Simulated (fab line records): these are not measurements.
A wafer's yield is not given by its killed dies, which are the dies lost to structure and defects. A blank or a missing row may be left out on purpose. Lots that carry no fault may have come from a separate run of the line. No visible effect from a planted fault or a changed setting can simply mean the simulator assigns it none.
fab line records    flow sky130
record lots=11  wafers=33  last-day=50
route steps=708 shown VIA3@574 VIA4@657
lots untouched by any fault: they come from a run of this same line in which no faults occurred
start-h: hours from the record's first day to the start of the lot's first wafer shown    wait-h: time in hours since the lot's previous step    " identical to the entry in the row above    L1.1+2: a row that stands for several wafers    - no value, or no start was given    * or withheld: withheld    < > ~ a bound
route shown NAME@n: names a module that has steps shown in the file, with the first one's number in the route    usual: the fault-free wafers' mean and standard deviation    same: alike in all rows    chamber/n: place in a boat    sites: the reading at each site    _std_site: how widely they spread, as a standard deviation    _edge_site: outer sites' mean less inner sites'    radius-mm: for every site, how far away it sits from the centre of the wafer    mask NAME#n: copy n    behind: tool/chamber where the wafer was last shaped    hold: why the lot went on hold/how many hours it stayed there/how the hold came to an end    device: the transistor (n, p or np) that didn't switch    end of line: tests of these same wafers at the route's end    a step without rows: its recipe alone    killed: the dies lost at the first sort to structure and to defects; this is not the yield of the wafer    map: a wafer's dies, marking killed ones x, the rest . and places with no die _
set.NAME: the setting the step ran with; set.NAME@STEP: the setting that earlier step ran with    model.NAME: the simulator's own value behind a step, which no gauge read
a sample of lots followed through the steps of the route, with each step as a table and each wafer as a row
services: when a tool's chamber went out of use (start-h, in hours from the record's first day, below 0 if earlier), for how many hours, and the reason
## steps
# step SKY_VIA3_THK_MEAS_01
# recipe reads=SiO2_of_VIA3_HDPCVD_00
# usual VIA3_HDPCVD_THK=1639/16
lot.wafer  tool           chamber  start-h  wait-h  VIA3_HDPCVD_THK[nm]
L998.1     film-metro-02  -        902.05   0.1     1628
L998.3     "              -        "        "       1644
L998.5     "              -        "        "       1615
L100.2     film-metro-03  -        917.87   0.1     1649
L100.3     "              -        "        "       1662
L100.4     "              -        "        "       1632
L101.2     film-metro-03  -        927.03   0.2     1635
L101.3     "              -        "        "       1633
L101.5     "              -        "        "       1620
L104.3     film-metro-03  -        951.94   0.1     1658
L104.4     "              -        "        "       1637
L104.5     "              -        "        "       1669
L108.1     film-metro-03  -        976.23   0.1     1632
L108.3     "              -        "        "       1646
L108.4     "              -        "        "       1655
L109.2     film-metro-02  -        982.69   0.1     1634
L109.3     "              -        "        "       1646
L109.5     "              -        "        "       1657
L110.1     film-metro-02  -        990.00   0.1     1654
L110.5     "              -        "        "       1652
L110.6     "              -        "        "       1642
L111.2     film-metro-01  -        1002.80  0.2     1625
L111.3     "              -        "        "       1639
L111.5     "              -        "        "       1631
L112.2     film-metro-02  -        1024.14  0.1     1604
L112.5     "              -        "        "       1608
L112.6     "              -        "        "       1624
L120.2     film-metro-01  -        1070.84  0.1     1615
L120.3     "              -        "        "       1631
L120.4     "              -        "        "       1646
L121.4     film-metro-01  -        1075.52  0.0     1622
L121.5     "              -        "        "       1621
L121.6     "              -        "        "       1617
# step SKY_VIA3_ETCH_14
# recipe chemistry=N2/H2  target=BARC  ion-energy-ev=200  source-w=500  bias-w=100  pressure-mtorr=30  n2-flow-sccm=100  h2-flow-sccm=200  stop-on=SiO2  time-s=45.9  target-depth-a=600
# usual drypump-motor-current-A=5.8/0.42  oes-product-au=0.849/0.0049  throttle-valve-pct=13.225/0.0081
lot.wafer  tool         chamber  start-h  wait-h  drypump-motor-current-A  oes-product-au  rf-hours-counter-h  throttle-valve-pct
L998.1     rie-diel-03  2        927.22   0.0     6.5                      0.844           7                   13.240
L998.3     "            1        "        "       5.8                      0.852           11                  13.227
L998.5     "            1        "        "       5.8                      0.847           -                   13.225
L100.2     rie-diel-03  2        943.42   0.0     6.5                      0.843           8                   13.234
L100.3     "            3        "        "       5.7                      0.841           16                  13.224
L100.4     "            1        "        "       5.9                      0.845           12                  13.225
L101.2     rie-diel-02  1        952.17   0.0     5.7                      0.854           17                  13.227
L101.3     "            0        "        "       6.0                      0.847           28                  13.235
L101.5     "            2        "        "       5.7                      0.849           -                   13.234
L104.3     rie-diel-03  2        976.42   0.0     6.5                      0.850           9                   13.212
L104.4     "            0        "        "       5.7                      0.854           14                  13.218
L104.5     "            3        "        "       5.6                      0.854           -                   13.223
L108.1     rie-diel-03  3        1000.37  0.0     5.6                      0.846           18                  13.237
L108.3     "            1        "        "       5.8                      0.843           13                  13.219
L108.4     "            2        "        "       6.5                      0.850           9                   13.222
L109.2     rie-diel-01  3        1006.99  0.0     5.0                      0.841           24                  13.244
L109.3     "            2        "        "       5.3                      0.848           14                  13.243
L109.5     "            3        "        "       5.0                      0.842           -                   13.238
L110.1     rie-diel-03  1        1013.10  0.0     5.8                      0.847           14                  13.237
L110.5     "            1        "        "       5.8                      0.845           -                   13.224
L110.6     "            2        "        "       6.5                      0.848           -                   13.227
L111.2     rie-diel-03  3        1025.81  0.0     5.6                      0.852           19                  13.226
L111.3     "            3        "        "       5.6                      0.856           -                   13.215
L111.5     "            3        "        "       5.6                      0.849           -                   13.229
L112.2     rie-diel-01  1        1047.33  0.0     5.9                      0.851           5                   13.226
L112.5     "            1        "        "       5.9                      0.847           -                   13.238
L112.6     "            0        "        "       6.4                      0.845           -                   13.218
L120.2     rie-diel-03  1        1092.43  0.0     5.8                      0.845           16                  13.232
L120.3     "            0        "        "       5.7                      0.853           18                  13.226
L120.4     "            0        "        "       5.7                      0.849           -                   13.221
L121.4     rie-diel-03  2        1096.55  0.0     6.5                      0.850           -                   13.224
L121.5     "            0        "        "       5.7                      0.851           -                   13.216
L121.6     "            1        "        "       5.8                      0.845           -                   13.216
# step SKY_VIA3_SPUTTER_20
# recipe material=TiN  target-thk-nm=20  chamber-pressure-pa=5  power-w=4000  time-s=80
# usual cathode-dc-power-W=4000.0/0.77  throttle-valve-pct=29.5/1.1
lot.wafer  tool            chamber  start-h  wait-h  cathode-dc-power-W  throttle-valve-pct
L998.1     pvd-sputter-02  -        927.95   0.0     3999.1              28.5
L998.3     "               -        "        "       3997.9              30.4
L998.5     "               -        "        "       4000.0              28.3
L100.2     pvd-sputter-02  -        944.16   0.0     4001.1              28.4
L100.3     "               -        "        "       3999.2              30.4
L100.4     "               -        "        "       3999.3              30.6
L101.2     pvd-sputter-02  -        953.17   0.0     4000.6              31.0
L101.3     "               -        "        "       3999.9              28.6
L101.5     "               -        "        "       3999.8              30.1
L104.3     pvd-sputter-03  -        977.58   0.0     4000.8              30.7
L104.4     "               -        "        "       3999.1              30.1
L104.5     "               -        "        "       4000.6              30.5
L108.1     pvd-sputter-03  -        1001.07  0.0     4000.0              30.1
L108.3     "               -        "        "       4001.2              30.0
L108.4     "               -        "        "       3999.6              30.7
L109.2     pvd-sputter-01  -        1007.69  0.0     3999.9              28.5
L109.3     "               -        "        "       4001.0              28.7
L109.5     "               -        "        "       4000.1              28.6
L110.1     pvd-sputter-03  -        1013.79  0.0     3999.5              29.9
L110.5     "               -        "        "       4000.4              30.9
L110.6     "               -        "        "       3999.3              30.1
L111.2     pvd-sputter-02  -        1027.05  0.0     3999.1              30.1
L111.3     "               -        "        "       4000.5              28.1
L111.5     "               -        "        "       3998.8              30.8
L112.2     pvd-sputter-01  -        1048.02  0.0     3999.9              28.3
L112.5     "               -        "        "       4001.1              31.1
L112.6     "               -        "        "       4000.5              28.5
L120.2     pvd-sputter-01  -        1093.12  0.0     3999.8              31.1
L120.3     "               -        "        "       4001.2              28.6
L120.4     "               -        "        "       3999.0              28.8
L121.4     pvd-sputter-02  -        1097.25  0.0     3999.7              31.0
L121.5     "               -        "        "       3999.7              30.5
L121.6     "               -        "        "       3999.3              28.9
# step SKY_VIA4_CVD_18
# recipe material=W  target-thk-nm=505  time-s=152.14  temp-c=400  pressure-torr=40
# usual chamber-pressure-Torr=40.00/0.09  heater-power-w=811/73  susceptor-temp-C=400.02/0.22
lot.wafer  tool      chamber  start-h  wait-h  chamber-pressure-Torr  heater-power-w  susceptor-temp-C
L998.1     cvd-w-02  1        1004.75  0.0     39.98                  768             399.75
L998.3     "         0        "        "       39.97                  766             399.83
L998.5     "         0        "        "       40.00                  780             400.15
L100.2     cvd-w-01  0        1016.85  0.0     40.01                  817             399.95
L100.3     "         1        "        "       39.95                  973             400.08
L100.4     "         0        "        "       40.02                  802             400.17
L101.2     cvd-w-02  0        1027.12  0.0     40.22                  781             400.02
L101.3     "         0        "        "       40.14                  784             400.07
L101.5     "         0        "        "       40.03                  758             399.97
L104.3     cvd-w-02  0        1051.35  0.1     40.05                  781             400.31
L104.4     "         1        "        "       40.07                  766             400.32
L104.5     "         0        "        "       40.07                  783             400.10
L108.1     cvd-w-02  1        1071.48  0.0     40.01                  785             399.98
L108.3     "         1        "        "       39.95                  756             400.17
L108.4     "         0        "        "       39.93                  772             400.10
L109.2     cvd-w-02  1        1077.09  0.2     39.86                  762             400.16
L109.3     "         1        "        "       39.92                  774             400.00
L109.5     "         0        "        "       39.88                  800             399.71
L110.1     cvd-w-02  1        1081.73  0.0     37.96                  756             399.54
L110.5     "         1        "        "       37.88                  753             399.74
L110.6     "         0        "        "       39.92                  773             399.99
L111.2     cvd-w-02  1        1095.79  0.0     37.97                  764             399.95
L111.3     "         0        "        "       39.94                  779             400.21
L111.5     "         1        "        "       38.02                  772             399.96
L112.2     cvd-w-01  1        1112.43  0.0     40.06                  1000            400.10
L112.5     "         1        "        "       39.99                  982             399.94
L112.6     "         0        "        "       39.93                  804             399.95
L120.2     cvd-w-02  1        1152.68  0.1     39.94                  768             399.83
L120.3     "         1        "        "       39.90                  765             399.75
L120.4     "         1        "        "       40.12                  791             400.16
L121.4     cvd-w-02  0        1158.25  0.1     40.05                  771             399.90
L121.5     "         0        "        "       39.96                  781             399.81
L121.6     "         1        "        "       40.05                  765             400.21
# step SKY_VIA4_RS_MEAS_19
# recipe thk-meas-gauge=four-point-probe  reads=W_of_VIA4_CVD_18+TiN_of_VIA4_SPUTTER_17
# usual VIA4_W_RS=0.2269/0.0021
lot.wafer  tool           chamber  start-h  wait-h  VIA4_W_RS[ohm/sq]
L998.1     film-metro-01  -        1004.90  0.1     0.2279
L998.3     "              -        "        "       0.2285
L998.5     "              -        "        "       0.2269
L100.2     film-metro-01  -        1017.02  0.1     0.2274
L100.3     "              -        "        "       0.2268
L100.4     "              -        "        "       0.2244
L101.2     film-metro-04  -        1027.29  0.1     0.2249
L101.3     "              -        "        "       0.2278
L101.5     "              -        "        "       0.2281
L104.3     film-metro-04  -        1051.49  0.1     0.2240
L104.4     "              -        "        "       0.2235
L104.5     "              -        "        "       0.2242
L108.1     film-metro-01  -        1071.63  0.1     0.2251
L108.3     "              -        "        "       0.2218
L108.4     "              -        "        "       0.2220
L109.2     film-metro-01  -        1077.26  0.1     0.2218
L109.3     "              -        "        "       0.2231
L109.5     "              -        "        "       0.2239
L110.1     film-metro-01  -        1081.88  0.1     0.2339
L110.5     "              -        "        "       0.2329
L110.6     "              -        "        "       0.2265
L111.2     film-metro-02  -        1095.96  0.1     0.2333
L111.3     "              -        "        "       0.2268
L111.5     "              -        "        "       0.2361
L112.2     film-metro-01  -        1112.60  0.1     0.2276
L112.5     "              -        "        "       0.2290
L112.6     "              -        "        "       0.2253
L120.2     film-metro-04  -        1152.95  0.2     0.2265
L120.3     "              -        "        "       0.2254
L120.4     "              -        "        "       0.2249
L121.4     film-metro-01  -        1158.41  0.1     0.2276
L121.5     "              -        "        "       0.2278
L121.6     "              -        "        "       0.2299
## services
tool            chamber  start-h  hours  kind
cvd-w-01        -        904.00   14.0   pm
rie-diel-01     3        907.23   3.8    repair
cvd-w-02        0        914.75   16.9   repair
pvd-sputter-03  -        938.90   3.0    repair
pvd-sputter-03  -        974.23   3.2    repair
rie-diel-03     -        984.52   0.3    repair
pvd-sputter-02  -        986.64   3.1    repair
rie-diel-03     3        1010.25  7.2    repair
rie-diel-03     0        1019.57  14.4   repair
rie-diel-03     2        1019.70  23.2   repair
rie-diel-01     2        1046.03  1.7    repair
pvd-sputter-01  -        1049.50  9.5    repair
rie-diel-01     2        1051.45  2.9    repair
pvd-sputter-01  -        1052.49  3.2    repair
cvd-w-01        -        1068.67  3.8    pm
cvd-w-01        -        1073.62  6.0    pm
rie-diel-01     -        1081.61  0.8    repair
cvd-w-01        -        1082.00  1.6    repair
rie-diel-03     3        1088.61  8.7    repair
rie-diel-01     0        1090.00  1.7    repair
cvd-w-02        -        1104.27  0.9    repair
rie-diel-03     3        1117.47  5.6    repair
cvd-w-01        -        1138.71  1.6    repair
cvd-w-02        0        1149.04  4.0    repair
## key
first-sign step=SKY_VIA4_CVD_18  reading=chamber-pressure-Torr  direction=down  sigmas=23  usual=40.00  struck=37.96
effect step=SKY_VIA4_RS_MEAS_19  reading=VIA4_W_RS  direction=up  sigmas=3.4  usual=0.2269  struck=0.2341
met-at SKY_VIA4_CVD_18
struck-lots L110,L111
struck-wafers L110.1,L110.5,L111.2,L111.5
not-acting-at SKY_VIA3_THK_MEAS_01,SKY_VIA3_ETCH_14,SKY_VIA3_SPUTTER_20
onset-between 1077.09 1081.73
fault kind=process-parameter-drift  tool=cvd-w-02  chamber=1  onset-h=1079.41  steps=SKY_VIA4_CVD_18  channel=pressure-torr  offset=-2.0444  shape=step  end-h=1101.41  acts-in=these-recipes-only  stated=40
